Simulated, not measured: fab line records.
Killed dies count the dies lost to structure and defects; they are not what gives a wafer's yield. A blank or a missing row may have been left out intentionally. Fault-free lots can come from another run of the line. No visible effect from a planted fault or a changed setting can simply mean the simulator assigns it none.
fab line records | flow sky130
record: lots: 6 | wafers: 18 | lastDay: 51
route steps=708 shown METAL5@662 PAD_OPEN@708
lots that met no fault: from a run of the same line without faults
startH: hours from the record's first day to the start of the lot's first wafer shown | waitH: hours from the lot's prior step to this one | " repeats the value in the row above | L1.1+2: a row that stands for several wafers | - value missing, or start not given | * or withheld: withheld | < > ~ a bound
route shown NAME@n: names a module that has steps shown in the file, with the first one's number in the route | usual: mean/standard deviation of fault-free wafers | same: alike in all rows | chamber/n: place in a boat | sites: per-site readings | _std_site: their standard deviation | _edge_site: outer sites' mean less inner sites' | radiusMm: how far each site lies from the wafer's centre | mask NAME#n: copy n | behind: the most recent tool/chamber to have shaped the wafer | hold: the reason the lot was held/the length of the hold in hours/how it ended | device: whichever transistor did not switch (one of n, p or np) | end of line: at the end of the route, the tests of the same wafers | a step given without rows: its recipe and nothing more | killed: at the first sort, the dies lost to defects and structure; wafer yield is something else | map: shows each die of a wafer: x if killed, . if not, _ if none is there
set.NAME: the setting that was run; set.NAME@STEP: the one run at that earlier step | model.NAME: the simulator's own value behind a step, which no gauge read
certain route steps with their lots: each step a table, each wafer a row
services: a tool's chamber out of use, with start hour (startH, from the record's first day; less than 0 if before it), hours out, and reason
== steps ==
step: SKY_METAL5_SPUTTER_01
recipe: material: TiN | targetThkNm: 20 | powerW: 6500 | timeS: 16.7 | chamberPressurePa: 0.4
usual: throttleValvePct: 29.8/1.4
lot.wafer | tool          | chamber | startH  | waitH | throttleValvePct
L362.2    | pvdSputter-01 | -       | 1043.21 | 0.0   | 30.9
L362.4    | "             | -       | "       | "     | 30.1
L362.6    | "             | -       | "       | "     | 30.7
L366.4    | pvdSputter-02 | -       | 1061.24 | 0.0   | 26.8
L366.5    | "             | -       | "       | "     | 27.2
L366.6    | "             | -       | "       | "     | 29.0
L369.4    | pvdSputter-01 | -       | 1076.04 | 0.0   | 30.3
L369.5    | "             | -       | "       | "     | 28.3
L369.6    | "             | -       | "       | "     | 30.7
L371.1    | pvdSputter-01 | -       | 1096.21 | 0.0   | 30.5
L371.2    | "             | -       | "       | "     | 30.9
L371.6    | "             | -       | "       | "     | 30.4
L379.2    | pvdSputter-02 | -       | 1137.29 | 0.0   | 27.2
L379.4    | "             | -       | "       | "     | 28.9
L379.6    | "             | -       | "       | "     | 29.0
L383.1    | pvdSputter-04 | -       | 1157.56 | 0.0   | 30.8
L383.2    | "             | -       | "       | "     | 30.5
L383.3    | "             | -       | "       | "     | 28.5
step: SKY_METAL5_SPUTTER_02
recipe: material: AlCu | targetThkNm: 1150 | powerW: 10600 | timeS: 61.2 | chamberPressurePa: 0.4
usual: throttleValvePct: 29.8/1.4
lot.wafer | tool          | chamber | startH  | waitH | throttleValvePct
L362.2    | pvdSputter-01 | -       | 1043.24 | 0.0   | 30.9
L362.4    | "             | -       | "       | "     | 30.3
L362.6    | "             | -       | "       | "     | 30.8
L366.4    | pvdSputter-02 | -       | 1061.26 | 0.0   | 27.1
L366.5    | "             | -       | "       | "     | 27.0
L366.6    | "             | -       | "       | "     | 29.2
L369.4    | pvdSputter-01 | -       | 1076.08 | 0.0   | 30.0
L369.5    | "             | -       | "       | "     | 28.1
L369.6    | "             | -       | "       | "     | 30.6
L371.1    | pvdSputter-01 | -       | 1096.24 | 0.0   | 30.8
L371.2    | "             | -       | "       | "     | 30.7
L371.6    | "             | -       | "       | "     | 30.1
L379.2    | pvdSputter-02 | -       | 1137.31 | 0.0   | 27.0
L379.4    | "             | -       | "       | "     | 28.8
L379.6    | "             | -       | "       | "     | 29.1
L383.1    | pvdSputter-04 | -       | 1157.59 | 0.0   | 30.4
L383.2    | "             | -       | "       | "     | 30.7
L383.3    | "             | -       | "       | "     | 28.8
step: SKY_METAL5_SPUTTER_03
recipe: material: Ti | targetThkNm: 5 | powerW: 3000 | timeS: 3.3 | chamberPressurePa: 0.4
usual: throttleValvePct: 29.8/1.4
lot.wafer | tool          | chamber | startH  | waitH | throttleValvePct
L362.2    | pvdSputter-01 | -       | 1043.29 | 0.0   | 30.9
L362.4    | "             | -       | "       | "     | 30.3
L362.6    | "             | -       | "       | "     | 30.9
L366.4    | pvdSputter-02 | -       | 1061.31 | 0.0   | 26.9
L366.5    | "             | -       | "       | "     | 27.2
L366.6    | "             | -       | "       | "     | 28.8
L369.4    | pvdSputter-01 | -       | 1076.11 | 0.0   | 30.2
L369.5    | "             | -       | "       | "     | 28.3
L369.6    | "             | -       | "       | "     | 30.7
L371.1    | pvdSputter-01 | -       | 1096.29 | 0.0   | 30.6
L371.2    | "             | -       | "       | "     | 30.7
L371.6    | "             | -       | "       | "     | 30.2
L379.2    | pvdSputter-02 | -       | 1137.36 | 0.0   | 27.4
L379.4    | "             | -       | "       | "     | 29.0
L379.6    | "             | -       | "       | "     | 29.1
L383.1    | pvdSputter-04 | -       | 1157.64 | 0.0   | 30.2
L383.2    | "             | -       | "       | "     | 30.6
L383.3    | "             | -       | "       | "     | 28.7
step: SKY_METAL5_SPUTTER_04
recipe: material: TiN | targetThkNm: 70 | powerW: 6500 | timeS: 58.3 | chamberPressurePa: 0.4
usual: throttleValvePct: 29.8/1.4
lot.wafer | tool          | chamber | startH  | waitH | throttleValvePct
L362.2    | pvdSputter-01 | -       | 1043.30 | 0.0   | 31.0
L362.4    | "             | -       | "       | "     | 30.4
L362.6    | "             | -       | "       | "     | 31.0
L366.4    | pvdSputter-02 | -       | 1061.33 | 0.0   | 27.2
L366.5    | "             | -       | "       | "     | 27.2
L366.6    | "             | -       | "       | "     | 28.9
L369.4    | pvdSputter-01 | -       | 1076.14 | 0.0   | 30.1
L369.5    | "             | -       | "       | "     | 28.2
L369.6    | "             | -       | "       | "     | 30.7
L371.1    | pvdSputter-01 | -       | 1096.31 | 0.0   | 30.7
L371.2    | "             | -       | "       | "     | 30.8
L371.6    | "             | -       | "       | "     | 30.1
L379.2    | pvdSputter-02 | -       | 1137.38 | 0.0   | 27.3
L379.4    | "             | -       | "       | "     | 28.5
L379.6    | "             | -       | "       | "     | 29.2
L383.1    | pvdSputter-04 | -       | 1157.66 | 0.0   | 30.7
L383.2    | "             | -       | "       | "     | 30.8
L383.3    | "             | -       | "       | "     | 28.6
step: SKY_METAL5_RS_MEAS_05
recipe: thkMeasGauge: four-point-probe | reads: TiN_of_METAL5_SPUTTER_04+Ti_of_METAL5_SPUTTER_03+AlCu_of_METAL5_SPUTTER_02+TiN_of_METAL5_SPUTTER_01+Ti_of_METAL5_SPUTTER_00
usual: METAL5_ALCU_RS: 0.02698/0.0003
lot.wafer | tool         | chamber | startH  | waitH | METAL5_ALCU_RS[ohm/sq]
L362.2    | filmMetro-04 | -       | 1043.37 | 0.0   | 0.02682
L362.4    | "            | -       | "       | "     | 0.02676
L362.6    | "            | -       | "       | "     | 0.02679
L366.4    | filmMetro-04 | -       | 1061.44 | 0.1   | 0.02693
L366.5    | "            | -       | "       | "     | 0.02707
L366.6    | "            | -       | "       | "     | 0.02694
L369.4    | filmMetro-04 | -       | 1076.23 | 0.1   | 0.02675
L369.5    | "            | -       | "       | "     | 0.02667
L369.6    | "            | -       | "       | "     | 0.02674
L371.1    | filmMetro-02 | -       | 1096.42 | 0.1   | 0.02728
L371.2    | "            | -       | "       | "     | 0.02716
L371.6    | "            | -       | "       | "     | 0.0269
L379.2    | filmMetro-04 | -       | 1137.45 | 0.0   | 0.027
L379.4    | "            | -       | "       | "     | 0.02701
L379.6    | "            | -       | "       | "     | 0.02713
L383.1    | filmMetro-01 | -       | 1157.70 | 0.0   | 0.02707
L383.2    | "            | -       | "       | "     | 0.0272
L383.3    | "            | -       | "       | "     | 0.02732
step: SKY_METAL5_THK_MEAS_06
recipe: thkMeasGauge: xrf | reads: AlCu_of_METAL5_SPUTTER_02
usual: METAL5_ALCU_THK: 1155/14
lot.wafer | tool         | chamber | startH  | waitH | METAL5_ALCU_THK[nm]
L362.2    | filmMetro-04 | -       | 1043.48 | 0.1   | 1168
L362.4    | "            | -       | "       | "     | 1168
L362.6    | "            | -       | "       | "     | 1166
L366.4    | filmMetro-04 | -       | 1061.53 | 0.1   | 1152
L366.5    | "            | -       | "       | "     | 1152
L366.6    | "            | -       | "       | "     | 1154
L369.4    | filmMetro-04 | -       | 1076.32 | 0.1   | 1158
L369.5    | "            | -       | "       | "     | 1170
L369.6    | "            | -       | "       | "     | 1163
L371.1    | filmMetro-02 | -       | 1096.54 | 0.1   | 1146
L371.2    | "            | -       | "       | "     | 1145
L371.6    | "            | -       | "       | "     | 1158
L379.2    | filmMetro-04 | -       | 1137.56 | 0.1   | 1150
L379.4    | "            | -       | "       | "     | 1146
L379.6    | "            | -       | "       | "     | 1147
L383.1    | filmMetro-01 | -       | 1157.82 | 0.1   | 1158
L383.2    | "            | -       | "       | "     | 1151
L383.3    | "            | -       | "       | "     | 1143
step: SKY_METAL5_DEHYDRATE_07
recipe: tempC: 200 | timeS: 60
step: SKY_METAL5_HMDS_08
recipe: primeTimeS: 60 | primeTempC: 120
step: SKY_METAL5_COAT_09
recipe: resist: NOVOLAK | spinRpm: 3000 | resistThkNm: 1800
step: SKY_METAL5_SOFTBAKE_10
recipe: tempC: 90 | timeS: 60 | resist: NOVOLAK
step: SKY_METAL5_EXPOSE_11
recipe: maskId: MM5 | na: 0.6 | sourceShape: conventional | sigmaOuter: 0.6 | polarization: unpolarized | targetCdNm: 1600 | doseMj: 190
step: SKY_METAL5_PEB_12
recipe: tempC: withheld | timeS: * | resist: NOVOLAK
step: SKY_METAL5_DEVELOP_13
recipe: resist: NOVOLAK | developer: TMAH | developTimeS: 60 | devTempC: 23
lot.wafer  | tool          | chamber | startH  | waitH
L362.2+4+6 | lithoTrack-03 | 0       | 1067.12 | 0.1
L366.4+5+6 | lithoTrack-02 | 0       | 1083.78 | 0.1
L369.4+5+6 | lithoTrack-03 | 0       | 1097.87 | 0.1
L371.1+2+6 | lithoTrack-03 | 0       | 1116.49 | 0.1
L379.2+4+6 | lithoTrack-01 | 0       | 1156.34 | 0.1
L383.1+2+3 | lithoTrack-01 | 0       | 1175.86 | 0.1
step: SKY_METAL5_DESCUM_14
recipe: chemistry: O2 | sourcePowerW: 150 | biasPowerW: 0 | pressureMtorr: 10 | tempC: 40 | timeS: 11
usual: chamberPressureMTorr: 9.999/0.0092 | drypumpMotorCurrentA: 5.94/0.26 | oesProductAu: 1.004/0.007 | rfFwdPowerW: 147.3/0.85
lot.wafer | tool        | chamber | startH  | waitH | chamberPressureMTorr | drypumpMotorCurrentA | oesProductAu | rfFwdPowerW | rfHoursCounterH | model.METAL5.cdNm
L362.2    | rieMetal-03 | 1       | 1067.24 | 0.1   | 9.993                | 5.64                 | 0.997        | 148.3       | 21              | 1599
L362.4    | "           | 1       | "       | "     | 9.991                | 5.62                 | 1.014        | 148.4       | -               | 1599
L362.6    | "           | 1       | "       | "     | 10.004               | 5.63                 | 1.020        | 148.0       | -               | 1600
L366.4    | rieMetal-03 | 1       | 1083.87 | 0.1   | 10.005               | 5.64                 | 1.012        | 147.7       | -               | 1603
L366.5    | "           | 1       | "       | "     | 9.994                | 5.63                 | 0.998        | 147.7       | -               | 1602
L366.6    | "           | 0       | "       | "     | 9.997                | 6.22                 | 1.006        | 145.7       | -               | 1602
L369.4    | rieMetal-03 | 1       | 1097.95 | 0.1   | 10.008               | 5.62                 | 1.005        | 147.9       | -               | 1597
L369.5    | "           | 0       | "       | "     | 10.005               | 6.25                 | 1.004        | 146.6       | -               | 1617
L369.6    | "           | 1       | "       | "     | 9.996                | 5.64                 | 1.006        | 147.5       | -               | 1598
L371.1    | rieMetal-03 | 1       | 1116.64 | 0.1   | 10.000               | 5.62                 | 1.004        | 147.5       | 25              | 1620
L371.2    | "           | 0       | "       | "     | 9.990                | 6.27                 | 0.991        | 146.9       | 15              | 1600
L371.6    | "           | 1       | "       | "     | 10.011               | 5.64                 | 1.010        | 148.5       | -               | 1604
L379.2    | rieMetal-04 | 1       | 1156.46 | 0.1   | 10.002               | 5.56                 | 0.997        | 148.1       | 18              | 1597
L379.4    | "           | 1       | "       | "     | 10.006               | 5.57                 | 0.990        | 147.5       | -               | 1599
L379.6    | "           | 0       | "       | "     | 9.989                | 5.74                 | 1.002        | 146.8       | -               | 1599
L383.1    | rieMetal-03 | 0       | 1176.01 | 0.1   | 10.002               | 6.23                 | 1.008        | 146.1       | 22              | 1599
L383.2    | "           | 0       | "       | "     | 10.004               | 6.23                 | 1.011        | 145.8       | -               | 1598
L383.3    | "           | 0       | "       | "     | 10.004               | 6.21                 | 1.003        | 145.9       | -               | 1597
step: SKY_METAL5_METAL_ETCH_15
recipe: targetDepthA: 12600 | stopOn: SiO2 | overEtchFrac: 0.2 | timeS: 252 | chemistry: Cl2/BCl3 | resistSidewallDeg: 86 | pressureMtorr: 10 | icpW: 900 | biasW: 48.5 | Cl2_flow_sccm: 60 | bcl3FlowSccm: 30
usual: chamberPressureMTorr: 9.999/0.0087 | drypumpMotorCurrentA: 5.94/0.26 | oesProductAu: 0.894/0.0049 | rfFwdPowerW: 897.9/2.7 | throttleValvePct: 22.264/0.0096
lot.wafer | tool        | chamber | startH  | waitH | chamberPressureMTorr | drypumpMotorCurrentA | oesProductAu | rfFwdPowerW | rfHoursCounterH | throttleValvePct | model.METAL5.cdNm
L362.2    | rieMetal-03 | 1       | 1067.28 | 0.0   | 9.992                | 5.64                 | 0.893        | 898.4       | 21              | 22.263           | 1594
L362.4    | "           | 1       | "       | "     | 9.992                | 5.63                 | 0.892        | 900.7       | -               | 22.246           | 1595
L362.6    | "           | 1       | "       | "     | 9.996                | 5.65                 | 0.885        | 904.6       | -               | 22.253           | 1596
L366.4    | rieMetal-03 | 1       | 1083.97 | 0.1   | 9.996                | 5.64                 | 0.899        | 900.0       | -               | 22.261           | 1597
L366.5    | "           | 1       | "       | "     | 9.991                | 5.63                 | 0.890        | 900.4       | -               | 22.269           | 1599
L366.6    | "           | 0       | "       | "     | 10.010               | 6.19                 | 0.897        | 897.8       | -               | 22.242           | 1598
L369.4    | rieMetal-03 | 1       | 1098.05 | 0.1   | 9.995                | 5.64                 | 0.894        | 898.7       | -               | 22.270           | 1596
L369.5    | "           | 0       | "       | "     | 9.995                | 6.20                 | 0.899        | 895.5       | -               | 22.278           | 1610
L369.6    | "           | 1       | "       | "     | 9.996                | 5.64                 | 0.896        | 899.1       | -               | 22.274           | 1595
L371.1    | rieMetal-03 | 1       | 1116.68 | 0.0   | 10.013               | 5.62                 | 0.885        | 897.4       | 25              | 22.269           | 1612
L371.2    | "           | 0       | "       | "     | 9.984                | 6.24                 | 0.887        | 897.1       | 15              | 22.270           | 1585
L371.6    | "           | 1       | "       | "     | 10.011               | 5.63                 | 0.898        | 898.7       | -               | 22.272           | 1596
L379.2    | rieMetal-04 | 1       | 1156.50 | 0.0   | 10.007               | 5.56                 | 0.893        | 900.7       | 18              | 22.260           | 1601
L379.4    | "           | 1       | "       | "     | 9.996                | 5.57                 | 0.891        | 900.8       | -               | 22.258           | 1598
L379.6    | "           | 0       | "       | "     | 9.998                | 5.72                 | 0.893        | 897.1       | -               | 22.250           | 1595
L383.1    | rieMetal-03 | 0       | 1176.08 | 0.1   | 9.991                | 6.24                 | 0.897        | 895.1       | 22              | 22.264           | 1590
L383.2    | "           | 0       | "       | "     | 10.004               | 6.22                 | 0.893        | 893.5       | -               | 22.260           | 1591
L383.3    | "           | 0       | "       | "     | 9.991                | 6.23                 | 0.893        | 890.9       | -               | 22.279           | 1588
step: SKY_METAL5_STRIP_16
recipe: chemistry: O2/N2 | powerW: 1400 | pressureMtorr: 1500 | platenTempC: withheld | o2FlowSccm: 3000 | n2FlowSccm: 300 | overashFraction: 0.5
usual: chamberPressureMTorr: 1500.1/1.4 | drypumpMotorCurrentA: 5.8/0.4 | oesProductAu: 0.710/0.0045 | stripTimeToEndpointS: 13.01/0.1
lot.wafer | tool           | chamber | startH  | waitH | chamberPressureMTorr | drypumpMotorCurrentA | oesProductAu | rfHoursCounterH | stripTimeToEndpointS
L362.2    | plasmaAsher-02 | 1       | 1067.51 | 0.2   | 1501.5               | 6.1                  | 0.704        | 96              | 13.05
L362.4    | "              | 0       | "       | "     | 1499.3               | 6.0                  | 0.709        | -               | 13.10
L362.6    | "              | 0       | "       | "     | 1499.8               | 6.0                  | 0.714        | -               | 12.97
L366.4    | plasmaAsher-02 | 1       | 1084.16 | 0.1   | 1498.9               | 6.2                  | 0.714        | -               | 13.04
L366.5    | "              | 0       | "       | "     | 1502.2               | 6.0                  | 0.709        | -               | 13.02
L366.6    | "              | 1       | "       | "     | 1501.3               | 6.2                  | 0.718        | -               | 12.97
L369.4    | plasmaAsher-04 | 1       | 1098.24 | 0.1   | 1500.5               | 6.1                  | 0.706        | -               | 13.06
L369.5    | "              | 1       | "       | "     | 1497.5               | 6.1                  | 0.709        | -               | 13.08
L369.6    | "              | 0       | "       | "     | 1501.1               | 5.3                  | 0.706        | -               | 13.11
L371.1    | plasmaAsher-01 | 0       | 1116.91 | 0.2   | 1500.1               | 6.0                  | 0.706        | 36              | 12.92
L371.2    | "              | 1       | "       | "     | 1501.1               | 5.1                  | 0.711        | 36              | 12.96
L371.6    | "              | 1       | "       | "     | 1501.2               | 5.1                  | 0.707        | -               | 12.90
L379.2    | plasmaAsher-02 | 0       | 1156.73 | 0.2   | 1500.7               | 6.0                  | 0.712        | 104             | 13.06
L379.4    | "              | 1       | "       | "     | 1501.9               | 6.2                  | 0.709        | -               | 13.07
L379.6    | "              | 1       | "       | "     | 1501.4               | 6.1                  | 0.707        | -               | 13.11
L383.1    | plasmaAsher-02 | 1       | 1176.55 | 0.4   | 1502.1               | 6.1                  | 0.710        | 106             | 12.96
L383.2    | "              | 0       | "       | "     | 1499.2               | 6.0                  | 0.708        | 106             | 12.88
L383.3    | "              | 0       | "       | "     | 1501.7               | 6.0                  | 0.713        | -               | 12.93
step: SKY_PAD_OPEN_PROBE_99
usual: defectLimitedYield: 82.3/1.8 | killed_at_M0_to_M3: 43/6.9 | killed_at_M4_up: 3.2/1.6 | killedAtContacts: 25/5.1 | killedAtFrontEnd: 16/4.5 | killedAtOther: 0.3/0.68 | killedDies: 87/8.9 | killedOpen: 48/6.9 | killedShort: 39/6.3 | sort_bin_3_pad_short: 0.8/0.4 | sort_bin_5_function: 10.5/1.4 | sort_bin_6_memory: 6.4/1.1 | sortNPass: 405/8.9 | sortYieldPct: 82.3/1.8
same: grossDies: 492 | killedAtBackSide: 0 | sort_bin_4_leakage[%]: 0 | sort_bin_8_speed[%]: 0
lot.wafer | tool      | chamber | startH  | waitH | defectLimitedYield[%] | killed_at_M0_to_M3 | killed_at_M4_up | killedAtContacts | killedAtFrontEnd | killedAtOther | killedDies | killedOpen | killedShort | sort_bin_3_pad_short[%] | sort_bin_5_function[%] | sort_bin_6_memory[%] | sortNPass | sortYieldPct[%] | model.etest.met5.widthNm
L362.2    | prober-02 | -       | 1114.63 | 0.1   | 81.3                  | 31                 | 6               | 34               | 21               | 0             | 92         | 51         | 41          | 1.0                     | 10.6                   | 7.1                  | 400       | 81.3            | 1595
L362.4    | prober-02 | -       | 1114.73 | 0.2   | 83.5                  | 44                 | 2               | 18               | 17               | 0             | 81         | 45         | 36          | 1.4                     | 10.6                   | 4.5                  | 411       | 83.5            | 1596
L362.6    | prober-02 | -       | 1114.83 | 0.2   | 79.7                  | 55                 | 4               | 17               | 23               | 1             | 100        | 50         | 50          | 1.4                     | 10.2                   | 8.7                  | 392       | 79.7            | 1596
L366.4    | prober-01 | -       | 1129.03 | 0.2   | 78.9                  | 58                 | 6               | 15               | 25               | 0             | 104        | 62         | 42          | 0.4                     | 12.6                   | 8.1                  | 388       | 78.9            | 1602
L366.5    | prober-01 | -       | 1129.08 | 0.2   | 81.3                  | 37                 | 6               | 31               | 18               | 0             | 92         | 49         | 43          | 0.6                     | 11.4                   | 6.7                  | 400       | 81.3            | 1600
L366.6    | prober-01 | -       | 1129.13 | 0.2   | 80.1                  | 54                 | 4               | 20               | 20               | 0             | 98         | 54         | 44          | 0.6                     | 11.4                   | 7.9                  | 394       | 80.1            | 1598
L369.4    | prober-02 | -       | 1142.10 | 0.2   | 80.1                  | 49                 | 5               | 26               | 18               | 0             | 98         | 51         | 47          | 1.6                     | 11.0                   | 7.3                  | 394       | 80.1            | 1597
L369.5    | prober-02 | -       | 1142.15 | 0.2   | 82.7                  | 40                 | 3               | 31               | 10               | 1             | 85         | 53         | 32          | 0.6                     | 9.8                    | 6.9                  | 407       | 82.7            | 1613
L369.6    | prober-02 | -       | 1142.20 | 0.2   | 83.3                  | 44                 | 2               | 23               | 13               | 0             | 82         | 51         | 31          | 0.8                     | 9.8                    | 6.1                  | 410       | 83.3            | 1596
L371.1    | prober-02 | -       | 1159.14 | 0.1   | 84.6                  | 40                 | 1               | 18               | 17               | 0             | 76         | 53         | 23          | 0.6                     | 9.8                    | 5.1                  | 416       | 84.6            | 1613
L371.2    | prober-02 | -       | 1159.19 | 0.1   | 83.1                  | 43                 | 4               | 23               | 13               | 0             | 83         | 45         | 38          | 1.2                     | 8.5                    | 7.1                  | 409       | 83.1            | 1584
L371.6    | prober-02 | -       | 1159.39 | 0.2   | 81.5                  | 44                 | 1               | 33               | 13               | 0             | 91         | 52         | 37          | 0.8                     | 11.6                   | 6.1                  | 401       | 81.5            | 1595
L379.2    | prober-02 | -       | 1196.02 | 0.1   | 84.6                  | 38                 | 5               | 23               | 10               | 0             | 76         | 43         | 33          | 0.8                     | 8.9                    | 5.7                  | 416       | 84.6            | 1597
L379.4    | prober-02 | -       | 1196.12 | 0.2   | 83.1                  | 34                 | 5               | 27               | 17               | 0             | 83         | 48         | 35          | 0.6                     | 11.8                   | 4.5                  | 409       | 83.1            | 1596
L379.6    | prober-02 | -       | 1196.22 | 0.2   | 81.3                  | 50                 | 4               | 25               | 13               | 0             | 92         | 53         | 39          | 0.8                     | 11.2                   | 6.7                  | 400       | 81.3            | 1599
L383.1    | prober-02 | -       | 1213.03 | 0.1   | 82.1                  | 45                 | 6               | 19               | 17               | 1             | 88         | 53         | 35          | 0.4                     | 10.8                   | 6.7                  | 404       | 82.1            | 1590
L383.2    | prober-02 | -       | 1213.08 | 0.1   | 80.7                  | 48                 | 1               | 29               | 17               | 0             | 95         | 44         | 51          | 0.8                     | 12.2                   | 6.3                  | 397       | 80.7            | 1591
L383.3    | prober-02 | -       | 1213.13 | 0.2   | 86.8                  | 31                 | 1               | 19               | 14               | 0             | 65         | 34         | 31          | 0.4                     | 8.3                    | 4.5                  | 427       | 86.8            | 1583
killed by level:class
L362.2 LI_CONTACT:geometricParticle:open=10 CONTACT:geometricParticle:open=10 VIA1:geometricParticle:open=7 FIELD_ISO:geometricParticle:open=6 CONTACT:geometricParticle:short=6 VIA3:geometricParticle:open=6 METAL4:geometricParticle:short=6 POLY_GATE:geometricParticle:open=5
L362.4 VIA1:geometricParticle:open=13 FIELD_ISO:geometricParticle:short=7 CONTACT:geometricParticle:open=7 VIA1:geometricParticle:short=7 VIA3:geometricParticle:open=5 FIELD_ISO:geometricParticle:open=4 METAL1:geometricParticle:short=4 VIA3:geometricParticle:short=4
L362.6 VIA1:geometricParticle:open=12 FIELD_ISO:geometricParticle:open=7 VIA1:geometricParticle:short=7 METAL2:geometricParticle:short=7 LOCAL_INTERCONNECT:geometricParticle:short=6 METAL1:geometricParticle:open=5 METAL1:geometricParticle:short=5 POLY_GATE:geometricParticle:open=4
L366.4 VIA1:geometricParticle:open=14 VIA1:geometricParticle:short=9 CONTACT:geometricParticle:open=9 VIA3:geometricParticle:open=9 METAL1:geometricParticle:short=7 POLY_GATE:geometricParticle:short=6 FIELD_ISO:geometricParticle:open=5 LI_CONTACT:geometricParticle:open=5
L366.5 CONTACT:geometricParticle:open=11 LI_CONTACT:geometricParticle:open=9 VIA1:geometricParticle:open=9 FIELD_ISO:geometricParticle:short=7 LOCAL_INTERCONNECT:geometricParticle:short=6 METAL2:geometricParticle:short=5 METAL1:geometricParticle:short=4 VIA3:geometricParticle:short=4
L366.6 VIA1:geometricParticle:open=12 CONTACT:geometricParticle:open=9 VIA1:geometricParticle:short=9 METAL1:geometricParticle:short=8 VIA3:geometricParticle:open=7 LI_CONTACT:geometricParticle:open=6 SPACER:geometricParticle:open=4 METAL4:geometricParticle:short=4
L369.4 VIA1:geometricParticle:open=13 LI_CONTACT:geometricParticle:open=9 FIELD_ISO:geometricParticle:short=7 VIA2:geometricParticle:open=7 CONTACT:geometricParticle:open=7 METAL2:geometricParticle:short=7 METAL1:geometricParticle:short=6 FIELD_ISO:geometricParticle:open=5
L369.5 CONTACT:geometricParticle:open=16 VIA1:geometricParticle:open=10 VIA3:geometricParticle:open=7 LI_CONTACT:geometricParticle:open=6 VIA1:geometricParticle:short=5 VIA2:geometricParticle:open=5 CONTACT:geometricParticle:short=4 VIA2:geometricParticle:short=4
L369.6 VIA1:geometricParticle:open=11 LI_CONTACT:geometricParticle:open=10 CONTACT:geometricParticle:open=8 VIA2:geometricParticle:open=7 VIA3:geometricParticle:open=7 FIELD_ISO:geometricParticle:short=4 METAL2:geometricParticle:short=4 POLY_GATE:geometricParticle:short=3
L371.1 CONTACT:geometricParticle:open=11 VIA1:geometricParticle:open=9 VIA2:geometricParticle:open=9 VIA1:geometricParticle:short=6 FIELD_ISO:geometricParticle:open=5 METAL2:geometricParticle:short=5 FIELD_ISO:geometricParticle:short=4 LI_CONTACT:geometricParticle:open=4
L371.2 VIA1:geometricParticle:open=13 CONTACT:geometricParticle:open=8 LI_CONTACT:geometricParticle:open=6 LOCAL_INTERCONNECT:geometricParticle:short=5 VIA2:geometricParticle:open=5 VIA3:geometricParticle:short=4 VIA1:geometricParticle:short=4 METAL2:geometricParticle:short=4
L371.6 LI_CONTACT:geometricParticle:open=11 CONTACT:geometricParticle:open=9 VIA1:geometricParticle:open=8 CONTACT:geometricParticle:short=7 VIA1:geometricParticle:short=7 METAL1:geometricParticle:short=5 VIA2:geometricParticle:open=5 METAL2:geometricParticle:open=4
L379.2 CONTACT:geometricParticle:open=10 VIA1:geometricParticle:open=7 VIA2:geometricParticle:open=7 METAL1:geometricParticle:short=6 VIA3:geometricParticle:open=6 POLY_GATE:geometricParticle:short=5 LI_CONTACT:geometricParticle:open=5 LOCAL_INTERCONNECT:geometricParticle:short=3
L379.4 CONTACT:geometricParticle:open=12 VIA1:geometricParticle:open=12 LI_CONTACT:geometricParticle:open=7 LOCAL_INTERCONNECT:geometricParticle:short=5 POLY_GATE:geometricParticle:short=4 SPACER:geometricParticle:short=4 METAL3:geometricParticle:short=4 VIA1:geometricParticle:short=3
L379.6 VIA1:geometricParticle:open=14 VIA2:geometricParticle:open=8 CONTACT:geometricParticle:open=7 CONTACT:geometricParticle:short=7 LI_CONTACT:geometricParticle:open=6 METAL3:geometricParticle:short=6 FIELD_ISO:geometricParticle:short=5 POLY_GATE:geometricParticle:open=5
L383.1 CONTACT:geometricParticle:open=11 VIA3:geometricParticle:open=10 VIA1:geometricParticle:open=9 FIELD_ISO:geometricParticle:open=5 METAL2:geometricParticle:short=5 FIELD_ISO:geometricParticle:short=4 LI_CONTACT:geometricParticle:open=4 VIA3:geometricParticle:short=4
L383.2 VIA1:geometricParticle:short=11 CONTACT:geometricParticle:open=10 VIA1:geometricParticle:open=8 LI_CONTACT:geometricParticle:open=7 METAL1:geometricParticle:short=7 LOCAL_INTERCONNECT:geometricParticle:short=6 FIELD_ISO:geometricParticle:short=5 POLY_GATE:geometricParticle:short=5
L383.3 LOCAL_INTERCONNECT:geometricParticle:short=6 VIA2:geometricParticle:open=6 FIELD_ISO:geometricParticle:open=5 LI_CONTACT:geometricParticle:open=5 VIA3:geometricParticle:open=5 CONTACT:geometricParticle:open=5 METAL2:geometricParticle:short=5 SONOS_ONO:geometricParticle:short=3
== services ==
tool           | chamber | startH  | hours | kind
pvdSputter-04  | -       | 1039.09 | 1.9   | repair
plasmaAsher-04 | -       | 1055.25 | 9.0   | pm
plasmaAsher-04 | 0       | 1055.25 | 9.0   | ventCycle
plasmaAsher-04 | 1       | 1055.25 | 9.0   | ventCycle
pvdSputter-01  | -       | 1064.13 | 2.9   | repair
plasmaAsher-04 | 0       | 1064.25 | -     | clean
plasmaAsher-04 | 1       | 1064.25 | -     | clean
plasmaAsher-01 | -       | 1090.32 | 3.4   | repair
rieMetal-03    | 0       | 1158.97 | 1.2   | repair
rieMetal-03    | 1       | 1161.36 | -     | clean
rieMetal-03    | 1       | 1161.36 | -     | consumableReplace:focusRing
rieMetal-03    | 1       | 1161.36 | 14.8  | scheduledDown
rieMetal-03    | 1       | 1161.36 | 14.8  | ventCycle
plasmaAsher-04 | -       | 1167.40 | 2.8   | pm
pvdSputter-04  | -       | 1168.45 | 2.0   | repair
rieMetal-04    | 0       | 1176.49 | 13.7  | repair
== key ==
firstSign none at tools or gauges
modelEffect: step: SKY_METAL5_DESCUM_14 | value: METAL5.cdNm | without: 1598 | struck: 1619
modelEffect: step: SKY_METAL5_METAL_ETCH_15 | value: METAL5.cdNm | without: 1590 | struck: 1611
modelEffect: step: SKY_PAD_OPEN_PROBE_99 | value: etest.met5.widthNm | without: 1592 | struck: 1613
metAt SKY_METAL5_DEVELOP_13
struckWafers L369.5,L371.1
onsetBetween 1067.12 1097.87
fault: kind: processParameterDrift | tool: lithoTrack-03 | chamber: - | onsetH: 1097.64 | steps: SKY_METAL5_DEVELOP_13 | channel: developTimeS | offset: * | shape: step | endH: 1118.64 | scope: struckWafersOnly | actsIn: * | stated: *
